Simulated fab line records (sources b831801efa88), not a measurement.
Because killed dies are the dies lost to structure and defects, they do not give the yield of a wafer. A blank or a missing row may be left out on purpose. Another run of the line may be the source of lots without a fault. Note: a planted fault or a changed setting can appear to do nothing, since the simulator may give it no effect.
Problem report in the 8D (eight disciplines) form, filled by code + flow sky130 + the parts of the form that need people (team, actions taken, sign-off) are left out

## 1. THE PROBLEM
Wafers without a fault read 20.001, standard deviation 0.0066; beam_energy_keV at SKY_LDD_N_IMPLANT_09 reads a mean of 16.987 on 6 wafers belonging to 2 lots. So: -99 or more standard deviations from the usual mean.
Seen first at day 21 22:31 on implanter-01, wafer L832.2. Wafers with a number at this step in the record: 18, from 6 lots. Rule for "out" (also "out of limits"): further than 4 standard deviations from the usual mean. The rest of the wafers with a number are treated as sound.

## 2. WHAT IT IS; WHAT IT IS NOT
| question                    | is                     | is not                                                                   |
|-----------------------------|------------------------|--------------------------------------------------------------------------|
| which readings at this step | beam_energy_keV        | -                                                                        |
| which lots                  | L832, L833             | L827, L828, L835, L836                                                   |
| which wafers of those lots  | all that have a number | -                                                                        |
| read on which tools         | implanter-01           | implanter-04                                                             |
| when                        | from day 21 22:31      | up to then (6 sound wafers); but 6 sound wafers of L835, L836 came after |

## 3. THE SUSPECTS, EACH WITH WHAT RULES IT OUT
Counting: any tool at a process step up to the reading is kept as a suspect provided that every lot that is out went through it and no sound lot did after the first of them.
- implanter-01 at SKY_LDD_N_IMPLANT_09: kept. It ran every lot that is out, first L832 (day 21 22:31), and no sound lot after that; its last sound lot up to then is L828 (day 20 15:10). On those wafers its own readings are out: beam_energy_keV.
The count leaves implanter-01 at SKY_LDD_N_IMPLANT_09.

## 4. THE CAUSE (what the simulator had put in)
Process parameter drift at SKY_LDD_N_IMPLANT_09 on implanter-01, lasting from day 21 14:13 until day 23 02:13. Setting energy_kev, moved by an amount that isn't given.
This tool alone remained once counting was done.

## 5. THE CHAIN OF EFFECTS, in route order
One row per reading whose mean, taken over the struck wafers that have a number, lies over 3 standard deviations from the usual. Only readings whose record carries a usual standard deviation are examined. hours: median over the lots of the time between each lot's start at the first step of this table that gives one and its start at this step. sigmas: the change, counted in usual standard deviations.
| hours | step                 | reading         | usual  | on struck wafers | change | sigmas      |
|-------|----------------------|-----------------|--------|------------------|--------|-------------|
| 0     | SKY_LDD_N_IMPLANT_09 | beam_energy_keV | 20.001 | 16.987           | -3.014 | -99 or more |
The process steps in it:
- SKY_LDD_N_IMPLANT_09

## 6. WHAT WOULD HAVE CAUGHT IT SOONER
The fault began at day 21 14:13; the first out-of-limits reading in this record came at day 21 22:31, 8 hours later.
